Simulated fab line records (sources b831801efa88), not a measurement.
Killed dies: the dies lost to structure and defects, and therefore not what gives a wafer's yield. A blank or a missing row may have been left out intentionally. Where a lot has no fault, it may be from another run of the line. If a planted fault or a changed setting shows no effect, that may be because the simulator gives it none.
Which tool did it? | flow gf180mcu | Sampling: 14 lots, 42 wafers, 3 of 602 route steps

WHAT EACH GAUGE READ, for each wafer
GF_M5_OVL_MEAS_08. Usual: M5_OVL typically reads -2 nm, with standard deviation 5.5.
lot  | measured     | on         | M5_OVL (nm) | flag
L724 | day 26 21:10 | overlay-02 | 11 14 15    | 
L725 | day 27 02:52 | overlay-02 | 5 4 10      | 
L728 | day 28 15:10 | overlay-02 | 1 2 0       | 
L729 | day 28 11:51 | overlay-01 | -1 4 0      | 
L730 | day 28 16:31 | overlay-01 | -14 -9 -19  | 
L731 | day 29 02:34 | overlay-01 | -1 5 1      | 
L733 | day 29 16:37 | overlay-02 | -1 -3 -1    | 
L737 | day 30 18:49 | overlay-02 | -2 -3 -4    | 
L738 | day 31 03:10 | overlay-01 | 0 -4 -3     | 
L741 | day 31 20:46 | overlay-01 | -1 3 1      | 
L742 | day 32 01:09 | overlay-02 | -4 -4 -4    | 
L745 | day 32 23:22 | overlay-01 | -8 0 2      | 
L746 | day 33 03:33 | overlay-01 | -6 1 -1     | 
L747 | day 33 06:25 | overlay-01 | -3 4 -1     | 

EACH LOT AND THE TOOL THAT RAN IT (in order: tool; ch and the chambers of the sampled wafers; start)
lot  | GF_DNWELL_DEVELOP_06            | GF_MIM_SPUTTER_03
L724 | lithoTrack-03 ch 0, day 2 19:00 | pvdSputter-02, day 25 02:29
L725 | lithoTrack-01 ch 0, day 3 00:00 | pvdSputter-03, day 25 07:22
L728 | lithoTrack-03 ch 0, day 3 19:00 | pvdSputter-04, day 26 22:04
L729 | lithoTrack-03 ch 0, day 3 21:00 | pvdSputter-04, day 26 18:10
L730 | lithoTrack-01 ch 0, day 4 01:00 | pvdSputter-03, day 26 23:27
L731 | lithoTrack-04 ch 0, day 4 06:00 | pvdSputter-04, day 27 10:29
L733 | lithoTrack-03 ch 0, day 4 18:00 | pvdSputter-02, day 28 01:10
L737 | lithoTrack-03 ch 0, day 5 16:00 | pvdSputter-04, day 29 05:16
L738 | lithoTrack-04 ch 0, day 5 20:00 | pvdSputter-03, day 29 13:07
L741 | lithoTrack-01 ch 0, day 6 12:00 | pvdSputter-04, day 30 08:25
L742 | lithoTrack-01 ch 0, day 6 17:00 | pvdSputter-04, day 30 13:05
L745 | lithoTrack-01 ch 0, day 7 10:00 | pvdSputter-02, day 31 12:20
L746 | lithoTrack-04 ch 0, day 7 17:00 | pvdSputter-02, day 31 16:15
L747 | lithoTrack-01 ch 0, day 7 22:00 | pvdSputter-02, day 31 19:08
- GF_DNWELL_DEVELOP_06: develop time 60 s.
- GF_MIM_SPUTTER_03: material Ti, target thk 10 nm, time 6.7 s.

WHAT THE TOOLS THEMSELVES READ (means of the sampled wafers that have a number; where no wafer has one, the mark that the record gives instead)
GF_DNWELL_DEVELOP_06. Usual: resistLineTempC 23.00 C, standard deviation 0.11.
lot  | tool          | resistLineTempC (C) | flag
L724 | lithoTrack-03 | 22.97               | 
L725 | lithoTrack-01 | 22.92               | 
L728 | lithoTrack-03 | 22.93               | 
L729 | lithoTrack-03 | 23.06               | 
L730 | lithoTrack-01 | 23.01               | 
L731 | lithoTrack-04 | 23.11               | 
L733 | lithoTrack-03 | 22.96               | 
L737 | lithoTrack-03 | 23.01               | 
L738 | lithoTrack-04 | 22.97               | 
L741 | lithoTrack-01 | 23.12               | 
L742 | lithoTrack-01 | 22.91               | 
L745 | lithoTrack-01 | 23.07               | 
L746 | lithoTrack-04 | 22.80               | 
L747 | lithoTrack-01 | 23.04               | 

GF_MIM_SPUTTER_03. Usual: chamberPressurePa 0.2999 Pa, standard deviation 0.00059; throttleValvePct 30.5 %, standard deviation 1.1.
lot  | tool          | chamberPressurePa (Pa) | throttleValvePct (%) | flag
L724 | pvdSputter-02 | 0.3002                 | 30.1                 | 
L725 | pvdSputter-03 | 0.3004                 | 31.2                 | 
L728 | pvdSputter-04 | 0.3000                 | 30.6                 | 
L729 | pvdSputter-04 | 0.3004                 | 29.5                 | 
L730 | pvdSputter-03 | 0.2996                 | 30.5                 | 
L731 | pvdSputter-04 | 0.3003                 | 29.9                 | 
L733 | pvdSputter-02 | 0.3003                 | 29.4                 | 
L737 | pvdSputter-04 | 0.2996                 | 29.4                 | 
L738 | pvdSputter-03 | 0.2994                 | 30.7                 | 
L741 | pvdSputter-04 | 0.2992                 | 30.9                 | 
L742 | pvdSputter-04 | 0.3001                 | 31.1                 | 
L745 | pvdSputter-02 | 0.3002                 | 30.0                 | 
L746 | pvdSputter-02 | 0.3009                 | 29.9                 | 
L747 | pvdSputter-02 | 0.2995                 | 30.3                 | 

THE ANSWER, worked out from the rows above alone
Rule: a lot is off if the mean of its wafers that have a number lies more than 3 standard deviations from the usual mean. A lot without any number at a reading at which 4 lots or more have one is off too. Where the step has rows for the other lots, those lots are counted as sound. After the gauges, taken in route order, come the tools' own readings; for these a lot's mean is taken, as printed above. The first step at which some lot is off is used, and at that step the reading that is off furthest; a lot without a number counts as furthest.
Nothing can be told from this: no lot is off at any reading shown.

WHAT THE SIMULATOR HAD INSERTED
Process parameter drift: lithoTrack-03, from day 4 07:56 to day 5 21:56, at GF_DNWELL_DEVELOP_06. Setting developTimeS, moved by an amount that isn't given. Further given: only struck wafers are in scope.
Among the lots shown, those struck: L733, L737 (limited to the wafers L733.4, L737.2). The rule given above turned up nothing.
